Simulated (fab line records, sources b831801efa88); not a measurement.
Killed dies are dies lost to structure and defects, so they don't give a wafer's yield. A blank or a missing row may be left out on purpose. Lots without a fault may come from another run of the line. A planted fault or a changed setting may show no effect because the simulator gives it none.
A struck lot beside a sound one | flow sky130 | 43 steps out of a route of 708
Sound: wafers L682.1, L682.5, L682.6. Struck: wafers L681.4, L681.5, L681.6. The cause comes at the end.
At each step with rows: each side's tool, then ch and its chambers, then its first start. Under that, the readings that differ: sound wafers | struck wafers | difference of the means | sigmas: that difference in standard deviations of wafers without a fault.
alike: readings whose means differ by less than 2 such deviations, and words and numbers that are the same on both sides. not compared: withheld readings, readings that some wafer has no value for, bounds like >300 that may hide the same value, and numbers for which the record gives no deviation and whose values overlap.
The two part at a step that has a row with sigmas, a row that says differs or no value, or rows on one side only. Numbers that don't overlap but have no deviation are shown without sigmas and don't part them. A reading that every wafer of one side lacks parts them only if that side has two wafers or more.

first, 5 steps without rows for these wafers: SKY_METAL3_COAT_08 (resist thk 1140 nm); SKY_METAL3_SOFTBAKE_09 (time 90 s); SKY_METAL3_EXPOSE_10 (exposes mask MM3, target cd 300 nm); SKY_METAL3_PEB_11; SKY_METAL3_DEVELOP_12 (develop time 60 s).
SKY_METAL3_CD_MEAS_13: target cd 300 nm.
  sound on cd_sem-02, day 41 23:26; struck on cd_sem-02, day 41 11:20
  alike: cd_nm
SKY_METAL3_OVL_MEAS_14:
  sound on overlay-02, day 41 23:34; struck on overlay-02, day 41 11:25
  alike: METAL3_OVL
then, 4 steps without rows for these wafers: SKY_METAL3_DESCUM_15 (chemistry O2, time 8 s); SKY_METAL3_ETCH_16 (etches BARC in N2/H2, stops on SiO2, time 88.2 s, target depth 60 nm); SKY_METAL3_ETCH_17 (etches SiO2 in C4F8/O2/Ar, stops on TiN, time 3.9 s, target depth 15 nm); SKY_METAL3_METAL_ETCH_18 (etches the open film in Cl2/BCl3, stops on SiO2, target depth 845 nm, time 183.1 s).
SKY_METAL3_STRIP_19: strips in O2/N2.
  sound on plasma_asher-03 ch 0,1, day 41 23:55; struck on plasma_asher-03 ch 0,1, day 41 11:48
  alike: drypump_motor_current_A, oes_product_au, strip_time_to_endpoint_s
  not compared: rf_hours_counter_h
SKY_METAL3_STRIP_20: strips in post etch residue remover, time 1200 s.
  sound on wet_bench-03 ch 0, day 42 00:01; struck on wet_bench-02 ch 0, day 41 11:52
  alike: temp_c
then, 3 steps without rows for these wafers: SKY_METAL3_CLEAN_21 (cleans in IPA, time 180 s); SKY_METAL3_CLEAN_22 (cleans in O3/DIW); SKY_VIA3_HDPCVD_00 (deposits SiO2, target thk 1635 nm, time 272.5 s).
SKY_VIA3_THK_MEAS_01:
  sound on film_metro-01, day 42 00:41; struck on film_metro-04, day 41 12:36
  alike: VIA3_HDPCVD_THK
SKY_VIA3_CMP_02: polishes SiO2.
  sound on cmp-01 ch 0,1, day 42 00:47; struck on cmp-01 ch 0,1,2, day 41 12:44
  alike: motor_current_A, slurry_filter_dp_kPa
SKY_VIA3_BOW_MEAS_03:
  sound on film_metro-03, day 42 01:02; struck on film_metro-01, day 41 12:59
  alike: VIA3_BOW
then, 8 steps without rows for these wafers: SKY_VIA3_DEHYDRATE_04 (time 60 s); SKY_VIA3_HMDS_05 (prime time 60 s); SKY_VIA3_COAT_06 (resist thk 60 nm); SKY_VIA3_COAT_07 (resist thk 450 nm); SKY_VIA3_SOFTBAKE_08 (time 90 s); SKY_VIA3_EXPOSE_09 (exposes mask VIM3, target cd 200 nm); SKY_VIA3_PEB_10; SKY_VIA3_DEVELOP_11 (develop time 60 s).
SKY_VIA3_CD_MEAS_12: target cd 200 nm.
  sound on cd_sem-01, day 42 23:43; struck on cd_sem-01, day 42 12:57
  alike: cd_nm
SKY_VIA3_OVL_MEAS_13:
  sound on overlay-01, day 42 23:50; struck on overlay-02, day 42 13:02
  alike: VIA3_OVL
SKY_VIA3_ETCH_14: etches BARC in N2/H2, stops on SiO2, time 45.9 s, target depth 60 nm.
  sound on rie_diel-03 ch 0,1, day 42 23:52; struck on rie_diel-03 ch 2,3, day 42 13:03
  alike: drypump_motor_current_A, oes_product_au, throttle_valve_pct
  not compared: rf_hours_counter_h
then, 7 steps without rows for these wafers: SKY_VIA3_ETCH_15 (etches SiO2 in C4F8/O2/Ar, stops on TiN, target depth 507 nm, time 78 s); SKY_VIA3_STRIP_16 (strips in O2/N2); SKY_VIA3_STRIP_17 (strips in post etch residue remover, time 1200 s); SKY_VIA3_CLEAN_18 (cleans in IPA, time 180 s); SKY_VIA3_CLEAN_19 (cleans in O3/DIW); SKY_VIA3_SPUTTER_20 (material TiN, target thk 20 nm, time 80 s); SKY_VIA3_CVD_21 (deposits W, target thk 390 nm, time 117.31 s).
SKY_VIA3_RS_MEAS_22: measures by four-point-probe.
  sound on film_metro-04, day 43 00:49; struck on film_metro-04, day 42 14:04
  alike: VIA3_W_RS
SKY_VIA3_THK_MEAS_23: measures by xrf.
  sound on film_metro-04, day 43 00:56; struck on film_metro-04, day 42 14:10
  alike: VIA3_W_THK
SKY_VIA3_CMP_24: polishes, stops on SiO2, t overpolish 20 s, target thk 0 nm.
  sound on cmp-02 ch 0,1, day 43 01:03; struck on cmp-02 ch 0,1,2, day 42 14:20
  alike: motor_current_A, overpolish_run_s, slurry_filter_dp_kPa, time_to_endpoint_s
then, 1 step without rows for these wafers: SKY_METAL4_SPUTTER_00 (material Ti, target thk 15 nm, time 10 s).
SKY_METAL4_SPUTTER_01: material TiN, target thk 20 nm, time 16.7 s.
  sound on pvd_sputter-04, day 43 01:19; struck on pvd_sputter-01, day 42 14:31
  alike: throttle_valve_pct
-- the record jumps here: 5 days lie between the struck wafers' starts before and after (it left off in module METAL4 and takes up again in module PAD_OPEN, whose first step shown is number 708 of the route) --
SKY_PAD_OPEN_PROBE_99:
  sound on prober-01, day 48 11:10; struck on prober-01, day 48 02:04
  reading                               | sound               | struck            | difference | sigmas
  defect_limited_yield (%)              | 82.1 84.6 81.5      | 74.2 69.7 70.5    | -11.3      | -6
  killed_at_M0_to_M3                    | 41 31 37            | 90 107 103        | +64        | +9
  killed_dies                           | 88 76 91            | 127 149 145       | +55        | +6
  sort_bin_3_pad_short (%)              | 0.2 0.4 1.0         | 3.0 4.5 3.7       | +3.2       | +7
  sort_bin_5_function (%)               | 11.6 8.3 10.8       | 15.7 19.3 19.3    | +7.9       | +6
  sort_n_pass                           | 404 416 401         | 365 343 347       | -55        | -6
  sort_yield_pct (%)                    | 82.1 84.6 81.5      | 74.2 69.7 70.5    | -11.3      | -6
  model.etest.tester.sort_n_pass        | 404 416 401         | 365 343 347       | -55        |
  model.etest.tester.sort_yield_pct (%) | 82.11 84.55 81.5    | 74.19 69.72 70.53 | -11.24     |
  model.etest.tester.sort_bin_5_pct (%) | 11.59 8.333 10.77   | 15.65 19.31 19.31 | +7.86      |
  model.etest.tester.sort_bin_3_pct (%) | 0.2033 0.4065 1.016 | 3.049 4.472 3.659 | +3.185     |
  alike: killed_at_M4_up, killed_at_contacts, killed_at_front_end, killed_at_other, killed_open, killed_short, sort_bin_6_memory

WHERE THEY PART
Only at SKY_PAD_OPEN_PROBE_99, within this record.

WHY: what the simulator had put in
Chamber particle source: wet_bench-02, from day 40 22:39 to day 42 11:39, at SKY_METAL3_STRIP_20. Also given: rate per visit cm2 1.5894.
